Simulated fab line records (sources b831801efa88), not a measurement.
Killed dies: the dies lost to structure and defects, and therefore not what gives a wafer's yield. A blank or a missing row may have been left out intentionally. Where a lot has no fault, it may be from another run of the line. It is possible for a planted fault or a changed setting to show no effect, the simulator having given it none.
A lot that was struck, set against a sound lot / flow sky130 / 21 out of 708 route steps
Sound: these wafers, L389.1, L389.4, L389.5. Struck: wafer L390.3 (left out: L390.4, L390.5 of the same lot, which were not struck); the cause appears at the end.
Order at every step that has rows: each side's tool, ch and its chambers, its first start. Under that, the readings that differ: sound wafers / struck wafers / difference of the means / sigmas: that difference in standard deviations of wafers without a fault.
alike: same words and numbers on both sides, and readings whose means sit less than 2 such deviations apart. not compared: any withheld reading, any reading some wafer has no value for, any bound like >300 that may hide the same value, and any number with overlapping values for which the record gives no deviation.
A row with sigmas, a row that says differs or no value, or rows on one side alone: a step with any of these is where the two part. Numbers that have no deviation but don't overlap get no sigmas and don't part them. A reading missing from all wafers of one side parts the sides only when that side holds two or more wafers.

first, 6 steps without rows for these wafers: SKY_LI_CONTACT_COAT_06 (resist thk 60 nm); SKY_LI_CONTACT_COAT_07 (resist thk 450 nm); SKY_LI_CONTACT_SOFTBAKE_08 (time 90 s); SKY_LI_CONTACT_EXPOSE_09 (exposes mask LICM1, target cd 170 nm); SKY_LI_CONTACT_PEB_10; SKY_LI_CONTACT_DEVELOP_11 (develop time 60 s).
SKY_LI_CONTACT_CD_MEAS_12: target cd 170 nm.
  sound on cd sem-02, day 29 13:34; struck on cd sem-02, day 30 07:56
  alike: cd nm
SKY_LI_CONTACT_OVL_MEAS_13:
  sound on overlay-02, day 29 13:41; struck on overlay-01, day 30 08:01
  alike: LI_CONTACT_OVL
SKY_LI_CONTACT_ETCH_14: etches BARC in N2/H2, stops on SiO2, time 45.9 s, target depth 60 nm.
  sound on rie diel-03 ch 1,2, day 29 13:43; struck on rie diel-02 ch 1, day 30 08:02
reading=throttle valve pct (%); sound=13.220 13.223 13.212; struck=13.237; difference=+0.019; sigmas=+2
  alike: bias w, drypump motor current A, oes product au
  not compared: rf hours counter h
then, 1 step without rows for these wafers: SKY_LI_CONTACT_ETCH_15 (etches PSG in C4F8/O2/Ar, stops on Si, target depth 600 nm).
SKY_LI_CONTACT_STRIP_16: strips in O2/N2.
  sound on plasma asher-03 ch 0,1, day 29 13:50; struck on plasma asher-04 ch 0, day 30 08:12
reading=strip time to endpoint s (s); sound=3.51 3.51 3.52; struck=3.59; difference=+0.08; sigmas=+2
  alike: drypump motor current A, oes product au
  not compared: rf hours counter h
then, 1 step without rows for these wafers: SKY_LI_CONTACT_CLEAN_17 (cleans in NMP, time 600 s).
SKY_LI_CONTACT_PRE_CLEAN_18: time 5.6 s.
  sound on pvd sputter-02, day 29 14:07; struck on pvd sputter-03, day 30 08:29
reading=model.PSG_of_LI_CONTACT_HDPCVD_00.thk nm (nm); sound=591.3 591.7 592.6; struck=595.9; difference=+4.0; sigmas=
SKY_LI_CONTACT_SPUTTER_19: material Ti, target thk 20 nm, time 106.37 s.
  sound on pvd sputter-02, day 29 14:08; struck on pvd sputter-03, day 30 08:30
  alike: throttle valve pct
SKY_LI_CONTACT_SPUTTER_20: material TiN, target thk 20 nm, time 80 s.
  sound on pvd sputter-02, day 29 14:13; struck on pvd sputter-03, day 30 08:34
  alike: throttle valve pct
SKY_LI_CONTACT_CVD_21: deposits W, target thk 400 nm, time 120.56 s.
  sound on cvd w-01 ch 0,1, day 29 14:16; struck on cvd w-02 ch 1, day 30 08:41
  alike: heater power w, susceptor temp C
SKY_LI_CONTACT_RS_MEAS_22: measures by four-point-probe.
  sound on film metro-02, day 29 14:24; struck on film metro-04, day 30 08:48
  alike: LI_CONTACT_W_RS
SKY_LI_CONTACT_THK_MEAS_23: measures by xrf.
  sound on film metro-02, day 29 14:31; struck on film metro-04, day 30 08:54
  alike: LI_CONTACT_W_THK
SKY_LI_CONTACT_CMP_24: polishes, stops on PSG, t overpolish 20 s, target thk 0 nm.
  sound on cmp-01 ch 1,2,3, day 29 14:35; struck on cmp-01 ch 2, day 30 08:59
reading=model.PSG_of_LI_CONTACT_HDPCVD_00.thk nm (nm); sound=586.9 587.3 588.2; struck=591.5; difference=+4.0; sigmas=
  alike: motor current A, overpolish run s, time to endpoint s
then, 1 step without rows for these wafers: SKY_LOCAL_INTERCONNECT_SPUTTER_00 (material TiN, target thk 100 nm, time 83.3 s).
-- record jumps: 16 days separate the struck wafers' starts on either side; left off in module LOCAL_INTERCONNECT, taken up again in module PAD_OPEN, whose first shown step is the route's number 708 --
SKY_PAD_OPEN_PROBE_99:
  sound on prober-01, day 46 03:47; struck on prober-02, day 46 16:44
reading=model.etest.nfet g5v0d10v5.r on ohm um; sound=1949 1952 1924; struck=2364; difference=+422; sigmas=
reading=model.etest.licon ndiff.rc ohm; sound=192 181.1 186.1; struck=505; difference=+319; sigmas=
reading=model.etest.nfet_01v8.r on ohm um; sound=834.8 840.2 821.4; struck=1140; difference=+308; sigmas=
reading=model.etest.sonos uncharged.r on ohm um; sound=829.5 816.4 808.5; struck=1081; difference=+263; sigmas=
reading=model.etest.licon pdiff.rc ohm; sound=596.3 597.7 594.6; struck=857.3; difference=+261.1; sigmas=
reading=model.etest.pfet_01v8.r on ohm um; sound=3010 3019 2934; struck=3202; difference=+214; sigmas=
reading=model.etest.pfet g5v0d10v5.r on ohm um; sound=4917 4914 4926; struck=5156; difference=+237; sigmas=
reading=model.etest.licon poly.rc ohm; sound=160.6 149.2 155.3; struck=316; difference=+161; sigmas=
  alike: killed_at_M0_to_M3, killed_at_M4_up, killed at contacts, killed at front end, killed at other, killed dies, killed open, killed short

== WHERE THEY PART ==
Last at SKY_LI_CONTACT_STRIP_16 as far as this record goes, first at SKY_LI_CONTACT_ETCH_14. Later steps at which nothing parts them and some readings are alike: SKY_LI_CONTACT_SPUTTER_19, SKY_LI_CONTACT_SPUTTER_20, SKY_LI_CONTACT_CVD_21, SKY_LI_CONTACT_RS_MEAS_22, SKY_LI_CONTACT_THK_MEAS_23, SKY_LI_CONTACT_CMP_24, SKY_PAD_OPEN_PROBE_99.

WHY: what had been put in by the simulator
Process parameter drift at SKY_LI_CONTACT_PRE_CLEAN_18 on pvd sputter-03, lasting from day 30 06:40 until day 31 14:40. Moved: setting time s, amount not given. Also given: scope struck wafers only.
